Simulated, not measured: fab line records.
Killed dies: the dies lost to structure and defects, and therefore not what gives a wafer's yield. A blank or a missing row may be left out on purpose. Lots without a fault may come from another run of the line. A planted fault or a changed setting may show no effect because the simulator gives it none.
Code-filled problem report in 8D (eight disciplines) form + flow sky130 + the parts of the form that need people (team, actions taken, sign-off) are left out

1. WHAT WENT WRONG
Mean LDD_P_TW at SKY_LDD_P_TW_MEAS_11: 598 over 6 wafers in 2 lots; fault-free wafers: 637, standard deviation 8.9. That is -4.4 standard deviations from the usual mean.
Seen first at day 26 20:28 on film_metro-03, wafer L397.3. At this step, 39 wafers from 13 lots have a number in the record. Rule for "out", or "out of limits": more than 4 standard deviations from the usual mean. The rest of the wafers with a number are treated as sound.

2. WHAT IT IS, WHAT IT ISN'T
| question                    | is                     | is not                                                              |
|-----------------------------|------------------------|---------------------------------------------------------------------|
| which readings at this step | LDD_P_TW               | -                                                                   |
| which lots                  | L397, L399             | L378, L381, L383, L384, L385, L386, L387, L389, L390, L395, L398    |
| which wafers of those lots  | all that have a number | -                                                                   |
| read on which gauges        | film_metro-03          | film_metro-01, film_metro-02                                        |
| when                        | from day 26 20:28      | up to then (30 sound wafers); but 3 sound wafers of L398 came after |

3. THE SUSPECTS, EACH WITH WHAT RULES IT OUT
Counting: any tool at a process step up to the reading is kept as a suspect provided that every lot that is out went through it and no sound lot did after the first of them.
- ruled out: the gauge at SKY_LDD_P_TW_MEAS_11. All the wafers that are out were read on film_metro-03, but those of them that SKY_LDD_P_IMPLANT_09 has rows for are out there too, on other tools.
- implanter-04 at SKY_LDD_P_IMPLANT_09: kept. All lots that are out passed through it, beginning with L397 at day 26 20:15, and no sound lot followed; its final sound lot before that point was L389 at day 24 09:55. Its own readings are out on those wafers: dose_ions_cm2, faraday_current_uA.
The count leaves implanter-04 at SKY_LDD_P_IMPLANT_09.

4. THE CAUSE (what the simulator had put in)
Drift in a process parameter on implanter-04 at SKY_LDD_P_IMPLANT_09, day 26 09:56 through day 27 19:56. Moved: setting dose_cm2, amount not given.
After counting, this tool was the only one left.

5. THE CHAIN OF EFFECTS, in route order
Rows list readings where the struck wafers' mean (over those with a number) sits beyond 3 standard deviations from the usual. Only readings for which the record gives a usual standard deviation are gone through. hours: the time from each lot's start at the first step in this table that gives one to its start at this step, as a median over the lots. sigmas: the change in usual standard deviations.
| hours | step                 | reading            | usual     | on struck wafers | change     | sigmas      |
|-------|----------------------|--------------------|-----------|------------------|------------|-------------|
| 0     | SKY_LDD_P_IMPLANT_09 | dose_ions_cm2      | 9.997e+12 | 8.498e+12        | -1.499e+12 | -99 or more |
| 0     | SKY_LDD_P_IMPLANT_09 | faraday_current_uA | 56.4      | 48.5             | -7.9       | -7.2        |
| 0     | SKY_LDD_P_TW_MEAS_11 | LDD_P_TW           | 637       | 598              | -39        | -4.4        |
Here are the process steps it includes:
- SKY_LDD_P_IMPLANT_09
At these later measuring or inspecting steps, every struck wafer for which the step has a row has a number for every such reading, and none has moved that far: SKY_LDD_HVN_OVL_MEAS_07.

6. HOW IT WOULD HAVE BEEN CAUGHT EARLIER
11 hours passed between the start of the fault at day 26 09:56 and the first reading out of limits at a measuring or inspecting step in this record, taken at day 26 20:28.
The tool's own readings at SKY_LDD_P_IMPLANT_09 were out on every struck wafer that the step has a row for (dose_ions_cm2, faraday_current_uA): an alarm limit on them would have fired on the first of those.
Lots out: 2; of these, L399 started SKY_LDD_P_IMPLANT_09 on implanter-04 after day 26 20:28. A tool hold placed at that time would have kept it from harm.
